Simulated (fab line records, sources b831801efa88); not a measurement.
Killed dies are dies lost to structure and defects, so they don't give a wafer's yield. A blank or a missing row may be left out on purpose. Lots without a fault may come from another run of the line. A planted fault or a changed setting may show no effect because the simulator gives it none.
A struck lot beside a sound one | flow gf180mcu | 14 steps out of a route of 602
Sound: wafers L716.1, L716.3, L716.6. Struck: wafers L723.1, L723.2, L723.3. The cause comes at the end.
At each step with rows: each side's tool, then ch and its chambers, then its first start. Under that, the readings that differ: sound wafers | struck wafers | difference of the means | sigmas: that difference in standard deviations of wafers without a fault.
alike: readings whose means differ by less than 2 such deviations, and words and numbers that are the same on both sides. not compared: withheld readings, readings that some wafer has no value for, bounds like >300 that may hide the same value, and numbers for which the record gives no deviation and whose values overlap.
The two part at a step that has a row with sigmas, a row that says differs or no value, or rows on one side only. Numbers that don't overlap but have no deviation are shown without sigmas and don't part them. A reading that every wafer of one side lacks parts them only if that side has two wafers or more.

GF_M2_SPUTTER_00: material Ti, target thk 37.5 nm, time 150 s.
  sound on pvd_sputter-01, day 22 15:55; struck on pvd_sputter-01, day 25 01:10
  alike: throttle_valve_pct
GF_M2_SPUTTER_01: material TiN, target thk 30 nm, time 25 s.
  sound on pvd_sputter-01, day 22 16:01; struck on pvd_sputter-01, day 25 01:16
  alike: throttle_valve_pct
GF_M2_SPUTTER_02: material AlCu, target thk 450 nm, time 23.9 s.
  sound on pvd_sputter-01, day 22 16:02; struck on pvd_sputter-01, day 25 01:17
  alike: throttle_valve_pct
GF_M2_SPUTTER_03: material Ti, target thk 10 nm, time 6.7 s.
  sound on pvd_sputter-01, day 22 16:04; struck on pvd_sputter-01, day 25 01:19
  alike: throttle_valve_pct
GF_M2_SPUTTER_04: material TiN, target thk 50 nm, time 41.7 s.
  sound on pvd_sputter-01, day 22 16:05; struck on pvd_sputter-01, day 25 01:20
  alike: throttle_valve_pct
GF_M2_RS_MEAS_05: measures by four-point-probe.
  sound on film_metro-02, day 22 16:08; struck on film_metro-03, day 25 01:23
  alike: M2_ALCU_RS
GF_M2_THK_MEAS_06: measures by xrf.
  sound on film_metro-02, day 22 16:15; struck on film_metro-03, day 25 01:30
  alike: M2_ALCU_THK
then, 5 steps without rows for these wafers: GF_M2_DEHYDRATE_07 (time 60 s); GF_M2_HMDS_08 (prime time 60 s); GF_M2_COAT_09 (resist thk 1000 nm); GF_M2_SOFTBAKE_10 (time 60 s); GF_M2_EXPOSE_11 (exposes mask Metal2, target cd 280 nm).
GF_M2_PEB_12: peb time 90 s.
  sound on litho_track-01 ch 0, day 23 14:17; struck on litho_track-03, day 25 22:32
  no value came back on the struck wafers for chill_plate_temp_C (C), exhaust_pa (Pa), plate_temp_C (C); on the sound wafers chill_plate_temp_C (C) reads 23.08 22.99 22.96
then, 1 step without rows for these wafers: GF_M2_DEVELOP_13 (develop time 60 s).

WHERE THEY PART
Only at GF_M2_PEB_12, within this record.

WHY: what the simulator had put in
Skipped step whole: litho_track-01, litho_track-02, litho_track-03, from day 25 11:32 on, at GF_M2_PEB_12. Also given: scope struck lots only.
